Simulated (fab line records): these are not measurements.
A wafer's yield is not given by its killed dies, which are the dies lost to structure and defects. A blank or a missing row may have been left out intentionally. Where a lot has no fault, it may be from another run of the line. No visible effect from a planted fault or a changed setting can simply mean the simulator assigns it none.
fab line records	flow sky130
record: lots: 12	wafers: 36	last_day: 50
route steps=708 shown VIA3@587 CAP2M@615 METAL4@625 VIA4@641 PAD_OPEN@708
lots with no fault: from the same line, run without faults
start_h: hours from the record's first day to the start of the lot's first wafer shown	wait_h: how many hours have passed since the lot's step before this one	" as in the row above	L1.1+2: one row covering several wafers at once	- no value, or no start was given	* or withheld: withheld	< > ~ a bound
route shown NAME@n: a module of which the file shows steps, and the number in the route of the first	usual: the fault-free wafers' mean and standard deviation	same: alike in all rows	chamber/n: place in a boat	sites: per-site readings	_std_site: the standard deviation of these	_edge_site: outer sites' mean less inner sites'	radius_mm: how far each site lies from the wafer's centre	mask NAME#n: copy n	behind: tool/chamber where the wafer was last shaped	hold: reason for holding the lot/hours on hold/outcome of the hold	device: which transistor (n, p or np) failed to switch	end of line: the route-end tests of the same wafers	a step with no rows: only its recipe	killed: not the wafer's yield, but the dies lost to structure and defects at the first sort	map: per-die view of a wafer (x killed, . not killed, _ where there is no die)
set.NAME: the setting as run; set.NAME@STEP: as run at that earlier step	model.NAME: the simulator's own value behind a step, which no gauge read
steps of the route over a sample of lots; a table a step, a row a wafer
services: a tool's chamber out of use, with start hour (start_h, from the record's first day; less than 0 if before it), hours out, and reason
== steps ==
step: SKY_VIA3_ETCH_14
recipe: chemistry: N2/H2	target: BARC	ion_energy_ev: 200	source_w: 500	bias_w: 100	pressure_mtorr: 30	n2_flow_sccm: 100	h2_flow_sccm: 200	stop_on: SiO2	time_s: 45.9	target_depth_a: 600
usual: drypump_motor_current_A: 5.9/0.35	oes_product_au: 0.854/0.0047	throttle_valve_pct: 13.224/0.0095
lot.wafer	tool	chamber	start_h	wait_h	drypump_motor_current_A	oes_product_au	rf_hours_counter_h	throttle_valve_pct
L191.2	rie_diel-03	1	941.51	0.0	6.2	0.858	21	13.229
L191.4	"	2	"	"	5.9	0.858	24	13.218
L191.5	"	3	"	"	5.9	0.851	-	13.224
L192.1	rie_diel-02	0	958.36	0.0	5.3	0.856	19	13.224
L192.2	"	2	"	"	6.5	0.857	25	13.241
L192.4	"	3	"	"	5.9	0.856	14	13.224
L193.2	rie_diel-03	3	961.64	0.0	5.9	0.846	17	13.230
L193.3	"	0	"	"	5.7	0.852	22	13.213
L193.4	"	1	"	"	6.2	0.859	21	13.240
L195.1	rie_diel-02	2	979.84	0.0	6.5	0.863	25	13.220
L195.4	"	0	"	"	5.3	0.852	20	13.214
L195.5	"	0	"	"	5.3	0.858	-	13.233
L196.2	rie_diel-01	1	983.19	0.0	6.0	0.849	28	13.220
L196.4	"	2	"	"	5.6	0.858	4	13.226
L196.6	"	3	"	"	5.8	0.855	-	13.222
L198.1	rie_diel-02	3	994.56	0.0	5.9	0.855	15	13.220
L198.3	"	2	"	"	6.5	0.857	26	13.233
L198.4	"	0	"	"	5.2	0.856	21	13.229
L201.3	rie_diel-03	3	1015.79	0.0	5.9	0.856	18	13.214
L201.5	"	0	"	"	5.7	0.851	-	13.220
L201.6	"	3	"	"	5.9	0.853	-	13.208
L202.1	rie_diel-03	2	1021.99	0.0	5.9	0.857	27	13.226
L202.3	"	3	"	"	5.9	0.860	18	13.222
L202.4	"	0	"	"	5.7	0.856	24	13.232
L203.3	rie_diel-03	0	1029.16	0.0	5.7	0.854	24	13.219
L203.5	"	1	"	"	6.3	0.845	-	13.203
L203.6	"	0	"	"	5.7	0.852	-	13.229
L208.1	rie_diel-02	2	1060.04	0.0	6.5	0.852	28	13.229
L208.4	"	1	"	"	6.4	0.857	9	13.222
L208.6	"	2	"	"	6.5	0.848	-	13.211
L210.2	rie_diel-03	1	1076.11	0.0	6.2	0.854	25	13.231
L210.5	"	2	"	"	6.0	0.855	-	13.212
L210.6	"	3	"	"	5.9	0.860	-	13.242
L213.1	rie_diel-02	3	1079.31	0.0	5.9	0.854	18	13.218
L213.4	"	0	"	"	5.3	0.853	24	13.230
L213.6	"	3	"	"	5.9	0.853	-	13.219
step: SKY_CAP2M_OVL_MEAS_12
usual: CAP2M_OVL: 0.6/1.5
lot.wafer	tool	chamber	start_h	wait_h	CAP2M_OVL[nm]
L191.2	overlay-01	-	970.34	0.1	-3.8
L191.4	"	-	"	"	-1.6
L191.5	"	-	"	"	-0.1
L192.1	overlay-01	-	983.19	0.1	3.3
L192.2	"	-	"	"	2.2
L192.4	"	-	"	"	2.3
L193.2	overlay-02	-	986.59	0.1	1.8
L193.3	"	-	"	"	0.7
L193.4	"	-	"	"	1.0
L195.1	overlay-02	-	1005.12	0.1	-0.3
L195.4	"	-	"	"	1.1
L195.5	"	-	"	"	1.2
L196.2	overlay-02	-	1007.69	0.1	0.4
L196.4	"	-	"	"	0.5
L196.6	"	-	"	"	2.1
L198.1	overlay-02	-	1018.83	0.1	0.4
L198.3	"	-	"	"	1.3
L198.4	"	-	"	"	-0.3
L201.3	overlay-01	-	1040.38	0.1	2.6
L201.5	"	-	"	"	0.9
L201.6	"	-	"	"	1.1
L202.1	overlay-01	-	1046.38	0.1	0.6
L202.3	"	-	"	"	1.3
L202.4	"	-	"	"	1.9
L203.3	overlay-02	-	1053.18	0.1	0.7
L203.5	"	-	"	"	1.3
L203.6	"	-	"	"	0.9
L208.1	overlay-02	-	1082.47	0.1	1.5
L208.4	"	-	"	"	3.2
L208.6	"	-	"	"	2.8
L210.2	overlay-02	-	1097.89	0.1	-1.7
L210.5	"	-	"	"	-3.6
L210.6	"	-	"	"	-1.4
L213.1	overlay-01	-	1101.28	0.1	-0.4
L213.4	"	-	"	"	-0.9
L213.6	"	-	"	"	-1.4
step: SKY_METAL4_SOFTBAKE_09
recipe: temp_c: 100	time_s: 90	resist: KrF-thick
usual: heater_power_total_W: 57.35/0.12	run_length_s: 118.94/0.15
lot.wafer	tool	chamber	start_h	wait_h	heater_power_total_W	run_length_s
L191.2	litho_track-02	0	982	-	57.38	119.06
L191.4	"	0	"	"	57.20	118.84
L191.5	"	0	"	"	57.28	119.26
L192.1	litho_track-02	0	995	-	57.17	118.90
L192.2	"	0	"	"	57.34	118.98
L192.4	"	0	996	-	57.55	119.13
L193.2	litho_track-01	0	999	-	57.17	118.70
L193.3	"	0	"	"	57.37	119.06
L193.4	"	0	"	"	57.25	118.80
L195.1	litho_track-03	0	1016	-	57.39	118.96
L195.4	"	0	"	"	57.52	118.95
L195.5	"	0	"	"	57.48	119.04
L196.2	litho_track-01	0	1019	-	57.42	119.07
L196.4	"	0	"	"	57.28	118.83
L196.6	"	0	"	"	57.24	118.98
L198.1	litho_track-01	0	1030	-	57.27	118.68
L198.3	"	0	1031	-	57.48	119.11
L198.4	"	0	"	"	57.42	118.80
L201.3	litho_track-01	0	1053	-	57.31	118.83
L201.5	"	0	"	"	57.44	118.84
L201.6	"	0	"	"	57.17	118.81
L202.1	litho_track-01	0	1057	-	62.57	97.52
L202.3	"	0	"	"	62.38	97.39
L202.4	"	0	"	"	62.81	97.38
L203.3	litho_track-01	0	1063	-	62.67	97.67
L203.5	"	0	"	"	62.41	97.54
L203.6	"	0	"	"	62.48	97.58
L208.1	litho_track-03	0	1094	-	57.25	119.04
L208.4	"	0	"	"	57.21	118.97
L208.6	"	0	"	"	57.34	118.98
L210.2	litho_track-02	0	1108	-	57.22	119.17
L210.5	"	0	"	"	57.32	118.87
L210.6	"	0	"	"	57.40	119.06
L213.1	litho_track-02	0	1111	-	57.29	118.89
L213.4	"	0	"	"	57.59	119.13
L213.6	"	0	"	"	57.39	118.99
step: SKY_VIA4_CMP_02
recipe: material: SiO2	down_force_psi: 4	platen_rpm: 60	pad_velocity_m_s: 0.94248
usual: motor_current_A: 12.0/0.77
lot.wafer	tool	chamber	start_h	wait_h	motor_current_A
L191.2	cmp-01	2	996.08	0.1	11.4
L191.4	"	0	"	"	13.4
L191.5	"	1	"	"	13.1
L192.2	cmp-02	1	1008.73	0.0	11.3
L192.1	"	2	"	"	12.1
L192.4	"	0	"	"	13.7
L193.3	cmp-01	0	1012.26	0.0	13.0
L193.2	"	1	"	"	12.3
L193.4	"	3	"	"	12.3
L195.1	cmp-01	1	1030.38	0.1	12.0
L195.4	"	2	"	"	12.3
L195.5	"	1	"	"	11.9
L196.4	cmp-02	0	1032.78	0.1	13.0
L196.2	"	1	"	"	11.8
L196.6	"	3	"	"	10.8
L198.3	cmp-02	2	1043.22	0.3	11.9
L198.4	"	3	"	"	10.7
L198.1	"	0	"	"	12.2
L201.3	cmp-01	0	1064.36	0.1	12.4
L201.6	"	3	"	"	11.7
L201.5	"	0	"	"	12.7
L202.1	cmp-02	1	1069.82	0.1	11.3
L202.3	"	2	"	"	11.1
L202.4	"	0	"	"	13.0
L203.3	cmp-02	3	1076.78	0.1	11.1
L203.5	"	1	"	"	11.1
L203.6	"	2	"	"	12.0
L208.1	cmp-02	3	1105.44	0.1	11.5
L208.4	"	0	"	"	12.7
L208.6	"	2	"	"	11.5
L210.2	cmp-02	0	1120.20	0.0	13.6
L210.5	"	0	"	"	13.3
L210.6	"	1	"	"	11.8
L213.4	cmp-01	1	1124.24	0.4	12.6
L213.1	"	2	"	"	11.9
L213.6	"	1	"	"	12.5
step: SKY_PAD_OPEN_PROBE_99
usual: defect_limited_yield: 82.2/2	killed_at_M0_to_M3: 45/7.2	killed_at_M4_up: 3.0/1.8	killed_at_contacts: 25/6.1	killed_at_front_end: 14/4.4	killed_at_other: 0.2/0.44	killed_dies: 88/10	killed_on_rim: 17/3.5	killed_open: 48/7.4	killed_short: 40/6.3	sort_bin_3_pad_short: 0.9/0.41	sort_bin_5_function: 10.6/1.5	sort_bin_6_memory: 6.4/1.2	sort_n_pass: 404/10	sort_yield_pct: 82.2/2
same: gross_dies: 492	killed_at_back_side: 0	sort_bin_4_leakage[%]: 0	sort_bin_8_speed[%]: 0
lot.wafer	tool	chamber	start_h	wait_h	defect_limited_yield[%]	killed_at_M0_to_M3	killed_at_M4_up	killed_at_contacts	killed_at_front_end	killed_at_other	killed_dies	killed_on_rim	killed_open	killed_short	sort_bin_3_pad_short[%]	sort_bin_5_function[%]	sort_bin_6_memory[%]	sort_n_pass	sort_yield_pct[%]
L191.2	prober-01	-	1088.37	0.1	84.1	33	7	25	12	1	78	18	46	32	0.4	9.6	5.9	414	84.1
L191.4	prober-01	-	1088.47	0.2	78.9	54	5	29	16	0	104	23	61	43	0.8	14.2	6.1	388	78.9
L191.5	prober-01	-	1088.52	0.2	80.5	53	4	20	19	0	96	12	54	42	0.4	11.0	8.1	396	80.5
L192.1	prober-02	-	1102.78	0.1	81.9	38	2	34	14	1	89	15	57	32	0.4	12.6	5.1	403	81.9
L192.2	prober-02	-	1102.83	0.1	79.9	46	4	28	21	0	99	22	49	50	1.2	12.0	6.9	393	79.9
L192.4	prober-02	-	1102.93	0.2	83.7	45	2	22	11	0	80	13	49	31	0.8	9.8	5.7	412	83.7
L193.2	prober-01	-	1105.15	0.1	81.9	47	6	30	6	0	89	20	48	41	0.8	11.0	6.3	403	81.9
L193.3	prober-01	-	1105.20	0.2	81.3	49	4	26	13	0	92	23	54	38	1.2	10.0	7.5	400	81.3
L193.4	prober-01	-	1105.25	0.2	82.7	50	4	18	13	0	85	19	49	36	0.8	8.3	8.1	407	82.7
L195.1	prober-01	-	1120.02	0.1	82.5	49	2	24	11	0	86	10	55	31	0.4	11.2	5.9	406	82.5
L195.4	prober-01	-	1120.17	0.2	84.8	33	0	24	18	0	75	17	39	36	0.4	9.1	5.7	417	84.8
L195.5	prober-01	-	1120.22	0.2	85.2	31	1	25	16	0	73	21	42	31	1.2	8.7	4.9	419	85.2
L196.2	prober-01	-	1123.30	0.1	80.3	53	5	26	13	0	97	15	50	47	0.8	13.6	5.3	395	80.3
L196.4	prober-01	-	1123.40	0.2	81.9	43	4	31	11	0	89	15	47	42	0.8	10.8	6.5	403	81.9
L196.6	prober-01	-	1123.50	0.2	82.5	46	2	32	6	0	86	15	50	36	0.4	10.4	6.7	406	82.5
L198.1	prober-02	-	1133.25	0.1	83.5	39	4	29	9	0	81	18	43	38	1.0	11.0	4.5	411	83.5
L198.3	prober-02	-	1133.35	0.2	81.1	43	0	31	18	1	93	19	43	50	0.8	11.6	6.5	399	81.1
L198.4	prober-02	-	1133.40	0.2	85.4	35	1	25	10	1	72	24	33	39	0.6	8.7	5.3	420	85.4
L201.3	prober-01	-	1149.59	0.2	81.1	59	2	21	11	0	93	16	57	36	0.8	11.2	6.9	399	81.1
L201.5	prober-01	-	1149.69	0.2	84.1	46	1	17	14	0	78	18	47	31	0.4	10.0	5.5	414	84.1
L201.6	prober-01	-	1149.74	0.2	79.9	40	6	34	19	0	99	15	55	44	1.0	12.2	6.9	393	79.9
L202.1	prober-02	-	1152.81	0.1	79.1	39	5	34	24	1	103	21	65	38	0.2	13.4	7.3	389	79.1
L202.3	prober-02	-	1152.91	0.2	78.5	55	0	35	15	1	106	22	60	46	0.8	13.0	7.7	386	78.5
L202.4	prober-02	-	1152.96	0.2	80.1	51	2	35	10	0	98	17	60	38	0.6	12.4	6.9	394	80.1
L203.3	prober-01	-	1160.33	0.2	83.5	40	2	18	21	0	81	18	40	41	1.0	11.4	4.1	411	83.5
L203.5	prober-01	-	1160.43	0.2	80.9	46	3	32	13	0	94	12	50	44	0.4	11.4	7.3	398	80.9
L203.6	prober-01	-	1160.48	0.2	83.9	43	3	24	8	1	79	19	44	35	0.4	9.6	6.1	413	83.9
L208.1	prober-01	-	1183.23	0.1	83.7	42	4	19	14	1	80	15	35	45	0.6	9.1	6.5	412	83.7
L208.4	prober-01	-	1183.38	0.2	87.0	31	2	21	10	0	64	12	38	26	0.8	6.7	5.5	428	87.0
L208.6	prober-01	-	1183.48	0.2	81.5	32	7	29	23	0	91	18	50	41	0.8	10.0	7.7	401	81.5
L210.2	prober-02	-	1195.64	0.1	82.3	44	4	25	14	0	87	18	51	36	1.2	9.1	7.3	405	82.3
L210.5	prober-02	-	1195.79	0.2	81.9	44	6	28	10	1	89	12	56	33	0.8	11.8	5.5	403	81.9
L210.6	prober-02	-	1195.84	0.2	84.8	37	1	19	18	0	75	12	39	36	1.2	8.5	5.5	417	84.8
L213.1	prober-02	-	1198.47	0.1	82.5	46	1	23	16	0	86	15	41	45	0.8	10.6	6.1	406	82.5
L213.4	prober-02	-	1198.62	0.2	81.7	44	3	27	16	0	90	9	52	38	1.0	11.4	5.9	402	81.7
L213.6	prober-02	-	1198.72	0.2	81.1	48	3	31	11	0	93	17	48	45	1.4	10.0	7.5	399	81.1
killed by level:class
L191.2 VIA1:geometric_particle:open=10 CONTACT:geometric_particle:open=8 LOCAL_INTERCONNECT:geometric_particle:short=7 LI_CONTACT:geometric_particle:open=6 METAL2:geometric_particle:short=5 VIA2:geometric_particle:open=4 METAL1:geometric_particle:short=4 METAL4:geometric_particle:short=4
L191.4 VIA1:geometric_particle:open=13 VIA3:geometric_particle:open=9 FIELD_ISO:geometric_particle:short=8 CONTACT:geometric_particle:open=8 LI_CONTACT:geometric_particle:open=8 METAL1:geometric_particle:short=8 VIA2:geometric_particle:open=6 CONTACT:geometric_particle:short=5
L191.5 VIA1:geometric_particle:open=13 VIA3:geometric_particle:open=12 CONTACT:geometric_particle:open=8 FIELD_ISO:geometric_particle:open=7 METAL1:geometric_particle:short=6 VIA1:geometric_particle:short=5 LOCAL_INTERCONNECT:geometric_particle:short=5 METAL2:geometric_particle:short=5
L192.1 CONTACT:geometric_particle:open=17 LI_CONTACT:geometric_particle:open=12 VIA1:geometric_particle:open=6 FIELD_ISO:geometric_particle:open=5 METAL2:geometric_particle:short=5 METAL1:geometric_particle:short=5 VIA3:geometric_particle:short=5 METAL3:geometric_particle:short=5
L192.2 VIA1:geometric_particle:open=9 FIELD_ISO:geometric_particle:open=7 LOCAL_INTERCONNECT:geometric_particle:short=7 CONTACT:geometric_particle:short=7 FIELD_ISO:geometric_particle:short=6 METAL1:geometric_particle:short=6 VIA2:geometric_particle:open=6 VIA3:geometric_particle:open=6
L192.4 VIA1:geometric_particle:open=11 LI_CONTACT:geometric_particle:open=10 VIA1:geometric_particle:short=7 CONTACT:geometric_particle:open=6 METAL1:geometric_particle:short=6 VIA2:geometric_particle:open=5 POLY_GATE:geometric_particle:open=4 METAL2:geometric_particle:short=4
L193.2 LI_CONTACT:geometric_particle:open=14 VIA1:geometric_particle:open=11 CONTACT:geometric_particle:short=6 VIA2:geometric_particle:open=6 VIA3:geometric_particle:short=6 METAL3:geometric_particle:short=5 VIA3:geometric_particle:open=5 LOCAL_INTERCONNECT:geometric_particle:short=4
L193.3 VIA2:geometric_particle:open=10 VIA1:geometric_particle:open=8 CONTACT:geometric_particle:open=8 VIA1:geometric_particle:short=7 LOCAL_INTERCONNECT:geometric_particle:short=6 METAL3:geometric_particle:short=5 LI_CONTACT:geometric_particle:short=4 LI_CONTACT:geometric_particle:open=4
L193.4 VIA2:geometric_particle:open=14 METAL1:geometric_particle:short=11 VIA1:geometric_particle:open=10 LI_CONTACT:geometric_particle:open=6 VIA1:geometric_particle:short=6 CONTACT:geometric_particle:open=5 METAL4:geometric_particle:short=4 FIELD_ISO:geometric_particle:open=3
L195.1 VIA1:geometric_particle:open=12 VIA3:geometric_particle:open=10 METAL1:geometric_particle:short=9 CONTACT:geometric_particle:open=9 VIA2:geometric_particle:open=9 LI_CONTACT:geometric_particle:open=6 CONTACT:geometric_particle:short=5 FIELD_ISO:geometric_particle:open=4
L195.4 FIELD_ISO:geometric_particle:open=10 METAL2:geometric_particle:short=8 LI_CONTACT:geometric_particle:short=5 CONTACT:geometric_particle:open=5 VIA1:geometric_particle:open=5 LI_CONTACT:geometric_particle:open=4 LOCAL_INTERCONNECT:geometric_particle:short=4 CONTACT:geometric_particle:short=4
L195.5 CONTACT:geometric_particle:open=11 VIA1:geometric_particle:open=7 FIELD_ISO:geometric_particle:short=6 VIA2:geometric_particle:open=6 VIA3:geometric_particle:open=6 CONTACT:geometric_particle:short=5 LOCAL_INTERCONNECT:geometric_particle:short=4 FIELD_ISO:geometric_particle:open=3
L196.2 CONTACT:geometric_particle:open=10 VIA1:geometric_particle:open=9 VIA3:geometric_particle:open=9 VIA1:geometric_particle:short=7 METAL2:geometric_particle:short=7 VIA2:geometric_particle:open=6 CONTACT:geometric_particle:short=6 VIA2:geometric_particle:short=5
L196.4 VIA1:geometric_particle:open=12 LI_CONTACT:geometric_particle:open=9 CONTACT:geometric_particle:open=8 CONTACT:geometric_particle:short=8 VIA2:geometric_particle:open=7 LI_CONTACT:geometric_particle:short=6 METAL2:geometric_particle:short=5 VIA3:geometric_particle:open=5
L196.6 LI_CONTACT:geometric_particle:open=13 CONTACT:geometric_particle:open=10 VIA1:geometric_particle:open=8 VIA2:geometric_particle:open=7 LOCAL_INTERCONNECT:geometric_particle:short=6 METAL1:geometric_particle:short=5 VIA1:geometric_particle:short=5 VIA3:geometric_particle:open=5
L198.1 CONTACT:geometric_particle:open=15 CONTACT:geometric_particle:short=7 VIA2:geometric_particle:open=7 METAL2:geometric_particle:short=6 VIA3:geometric_particle:open=5 VIA1:geometric_particle:short=5 LI_CONTACT:geometric_particle:open=4 VIA1:geometric_particle:open=4
L198.3 CONTACT:geometric_particle:open=7 LI_CONTACT:geometric_particle:open=7 VIA3:geometric_particle:short=7 VIA1:geometric_particle:open=7 CONTACT:geometric_particle:short=6 VIA1:geometric_particle:short=6 VIA2:geometric_particle:open=6 FIELD_ISO:geometric_particle:short=5
L198.4 VIA1:geometric_particle:open=7 CONTACT:geometric_particle:short=6 VIA1:geometric_particle:short=5 LI_CONTACT:geometric_particle:open=5 CONTACT:geometric_particle:open=5 LOCAL_INTERCONNECT:geometric_particle:short=5 VIA2:geometric_particle:open=4 METAL3:geometric_particle:short=4
L201.3 VIA1:geometric_particle:open=13 VIA2:geometric_particle:open=11 CONTACT:geometric_particle:open=8 LI_CONTACT:geometric_particle:open=7 VIA1:geometric_particle:short=7 METAL2:geometric_particle:short=7 VIA3:geometric_particle:open=6 POLY_GATE:geometric_particle:open=4
L201.5 VIA3:geometric_particle:open=11 VIA1:geometric_particle:open=9 LI_CONTACT:geometric_particle:open=8 METAL1:geometric_particle:short=7 CONTACT:geometric_particle:open=6 VIA3:geometric_particle:short=5 VIA1:geometric_particle:short=4 FIELD_ISO:geometric_particle:open=3
L201.6 LI_CONTACT:geometric_particle:open=12 VIA1:geometric_particle:open=9 POLY_GATE:geometric_particle:open=8 CONTACT:geometric_particle:open=8 LI_CONTACT:geometric_particle:short=7 VIA1:geometric_particle:short=6 VIA2:geometric_particle:open=6 VIA2:geometric_particle:short=5
L202.1 CONTACT:geometric_particle:open=17 VIA1:geometric_particle:open=9 VIA3:geometric_particle:open=9 FIELD_ISO:geometric_particle:open=7 LI_CONTACT:geometric_particle:open=6 POLY_GATE:geometric_particle:short=5 CONTACT:geometric_particle:short=5 VIA2:geometric_particle:open=5
L202.3 VIA3:geometric_particle:open=12 CONTACT:geometric_particle:open=10 LOCAL_INTERCONNECT:geometric_particle:short=10 VIA2:geometric_particle:open=9 VIA1:geometric_particle:open=9 FIELD_ISO:geometric_particle:open=6 LI_CONTACT:geometric_particle:open=6 CONTACT:geometric_particle:short=5
L202.4 CONTACT:geometric_particle:open=15 LI_CONTACT:geometric_particle:open=10 VIA3:geometric_particle:open=9 METAL1:geometric_particle:short=8 VIA2:geometric_particle:open=8 VIA1:geometric_particle:open=7 FIELD_ISO:geometric_particle:open=5 CONTACT:geometric_particle:short=5
L203.3 METAL1:geometric_particle:short=11 VIA1:geometric_particle:open=10 FIELD_ISO:geometric_particle:open=9 CONTACT:geometric_particle:open=7 VIA3:geometric_particle:open=7 FIELD_ISO:geometric_particle:short=5 CONTACT:geometric_particle:short=5 LI_CONTACT:geometric_particle:short=4
L203.5 CONTACT:geometric_particle:open=13 VIA1:geometric_particle:open=10 VIA3:geometric_particle:open=8 LI_CONTACT:geometric_particle:open=6 CONTACT:geometric_particle:short=6 VIA2:geometric_particle:open=6 LOCAL_INTERCONNECT:geometric_particle:short=5 METAL2:geometric_particle:short=5
L203.6 VIA2:geometric_particle:open=10 VIA1:geometric_particle:open=9 CONTACT:geometric_particle:open=8 LI_CONTACT:geometric_particle:open=5 LOCAL_INTERCONNECT:geometric_particle:short=5 VIA1:geometric_particle:short=5 VIA3:geometric_particle:open=5 FIELD_ISO:geometric_particle:open=4
L208.1 VIA1:geometric_particle:open=15 LOCAL_INTERCONNECT:geometric_particle:short=6 CONTACT:geometric_particle:open=5 VIA1:geometric_particle:short=5 METAL2:geometric_particle:short=5 FIELD_ISO:geometric_particle:short=4 METAL1:geometric_particle:short=4 METAL3:geometric_particle:short=4
L208.4 VIA1:geometric_particle:open=11 LI_CONTACT:geometric_particle:open=7 CONTACT:geometric_particle:open=7 CONTACT:geometric_particle:short=5 METAL2:geometric_particle:short=5 METAL1:geometric_particle:short=4 VIA3:geometric_particle:open=4 VIA2:geometric_particle:open=4
L208.6 VIA1:geometric_particle:open=13 CONTACT:geometric_particle:open=10 LOCAL_INTERCONNECT:geometric_particle:short=8 FIELD_ISO:geometric_particle:open=5 POLY_GATE:geometric_particle:short=4 POLY_GATE:geometric_particle:open=4 VIA2:geometric_particle:open=4 CONTACT:geometric_particle:short=4
L210.2 VIA3:geometric_particle:open=12 VIA1:geometric_particle:open=12 CONTACT:geometric_particle:open=9 LOCAL_INTERCONNECT:geometric_particle:short=5 CONTACT:geometric_particle:short=5 FIELD_ISO:geometric_particle:open=4 POLY_GATE:geometric_particle:open=4 VIA1:geometric_particle:short=4
L210.5 CONTACT:geometric_particle:open=15 VIA1:geometric_particle:open=13 VIA3:geometric_particle:open=9 METAL2:geometric_particle:short=7 METAL4:geometric_particle:short=5 LOCAL_INTERCONNECT:geometric_particle:short=5 LI_CONTACT:geometric_particle:open=4 VIA2:geometric_particle:open=4
L210.6 VIA1:geometric_particle:short=7 VIA1:geometric_particle:open=7 FIELD_ISO:geometric_particle:open=6 VIA3:geometric_particle:open=6 CONTACT:geometric_particle:open=6 CONTACT:geometric_particle:short=5 LI_CONTACT:geometric_particle:open=4 METAL2:geometric_particle:short=4
L213.1 VIA1:geometric_particle:open=12 VIA1:geometric_particle:short=10 CONTACT:geometric_particle:open=6 LI_CONTACT:geometric_particle:open=5 CONTACT:geometric_particle:short=5 METAL1:geometric_particle:short=5 FIELD_ISO:geometric_particle:open=4 POLY_GATE:geometric_particle:short=4
L213.4 CONTACT:geometric_particle:open=12 VIA1:geometric_particle:open=11 VIA3:geometric_particle:open=9 FIELD_ISO:geometric_particle:short=6 LI_CONTACT:geometric_particle:open=6 CONTACT:geometric_particle:short=6 VIA1:geometric_particle:short=6 METAL1:geometric_particle:short=4
L213.6 CONTACT:geometric_particle:open=13 VIA1:geometric_particle:open=9 VIA1:geometric_particle:short=8 METAL2:geometric_particle:short=8 LI_CONTACT:geometric_particle:open=7 VIA2:geometric_particle:open=7 CONTACT:geometric_particle:short=6 FIELD_ISO:geometric_particle:short=4
== services ==
tool	chamber	start_h	hours	kind
rie_diel-02	2	923.05	2.4	repair
cmp-02	-	931.98	4.0	pm
cmp-02	-	933.40	19.3	repair
cmp-02	-	935.98	-	consumable_replace:conditioner
cmp-02	-	935.98	-	consumable_replace:pad
cmp-01	-	940.20	3.5	repair
rie_diel-02	2	942.38	8.4	repair
cmp-02	-	943.21	4.9	repair
rie_diel-01	3	945.28	13.7	repair
cmp-01	-	949.87	6.5	repair
rie_diel-01	0	962.08	4.7	repair
cmp-02	-	971.95	1.8	repair
cmp-01	-	994.94	0.4	repair
rie_diel-03	0	995.95	4.9	repair
cmp-02	-	1017.79	4.6	pm
cmp-01	-	1042.69	2.0	repair
rie_diel-03	-	1048.06	0.2	repair
rie_diel-03	2	1049.44	4.6	repair
cmp-01	-	1050.80	2.9	repair
cmp-01	-	1066.33	4.2	pm
cmp-01	-	1084.21	4.0	pm
rie_diel-03	2	1084.68	-	clean
rie_diel-03	-	1119.08	2.8	pm
cmp-01	-	1120.26	3.7	repair
== key ==
first_sign: step: SKY_METAL4_SOFTBAKE_09	reading: run_length_s	direction: down	sigmas: 99+	usual: *	struck: *
effect: step: SKY_METAL4_SOFTBAKE_09	reading: heater_power_total_W	direction: up	sigmas: 45	usual: *	struck: *
met_at SKY_METAL4_SOFTBAKE_09
struck_lots L202,L203
not_acting_at SKY_VIA3_ETCH_14,SKY_CAP2M_OVL_MEAS_12,SKY_VIA4_CMP_02
onset_between 1053 1057
fault: kind: process_parameter_drift	tool: litho_track-01	chamber: -	onset_h: 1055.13	steps: SKY_METAL4_SOFTBAKE_09	channel: time_s	offset: *	shape: step	end_h: 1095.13	acts_in: *	stated: *
